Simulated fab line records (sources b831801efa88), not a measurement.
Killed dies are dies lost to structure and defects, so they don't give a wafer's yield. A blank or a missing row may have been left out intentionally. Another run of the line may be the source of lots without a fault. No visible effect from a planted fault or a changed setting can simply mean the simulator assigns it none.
What tool caused it? | flow gf180mcu | 7 lots with 21 wafers sampled at 2 steps, on a route of 602 steps

## WHAT EACH GAUGE READ, for each wafer
GF_V1_RS_MEAS_24: the measuring method here is four-point-probe.
lot  | measured     | on            | V1_W_RS (ohm/sq)
L209 | day 19 00:59 | film_metro-03 | 0.326 0.324 0.333
L211 | day 19 18:28 | film_metro-02 | 0.334 0.335 0.331
L213 | day 20 14:21 | film_metro-04 | 0.335 0.330 0.331
L217 | day 22 08:16 | film_metro-04 | 0.331 0.331 0.329
L219 | day 22 20:38 | film_metro-04 | 0.338 0.339 0.330
L221 | day 23 13:23 | film_metro-04 | 0.336 0.334 0.331
L230 | day 26 05:46 | film_metro-04 | 0.331 0.332 0.331

## WHAT TOOL EACH LOT RAN ON (gives the tool, then ch and the chambers of the sampled wafers, and finally the start)
lot  | GF_V1_SPUTTER_22
L209 | pvd_sputter-04, day 19 00:49
L211 | pvd_sputter-02, day 19 18:16
L213 | pvd_sputter-04, day 20 14:04
L217 | pvd_sputter-04, day 22 08:07
L219 | pvd_sputter-02, day 22 20:28
L221 | pvd_sputter-04, day 23 13:14
L230 | pvd_sputter-03, day 26 05:37
- GF_V1_SPUTTER_22: material TiN, target thk 10 nm, time 40 s.

## THE ANSWER, worked out from the rows above alone
Rule: usual is defined by the lots themselves. Put in order of their means at a reading, lots are off if they are a third of the lots or fewer, leave a main group of 4 or more, and stand apart from it by a gap of 3 or more times the standard deviation of the main group's means; of several such gaps the widest counts. A main group is skipped when, at the precision printed for the reading in the tables above, its means are all equal. Also off: a lot with no number at a reading for which 4 or more lots have one. The other lots that the step has rows for count as sound.
No lot is off on any of the readings shown, so nothing can be concluded from this.

## WHAT HAD BEEN PUT IN BY THE SIMULATOR
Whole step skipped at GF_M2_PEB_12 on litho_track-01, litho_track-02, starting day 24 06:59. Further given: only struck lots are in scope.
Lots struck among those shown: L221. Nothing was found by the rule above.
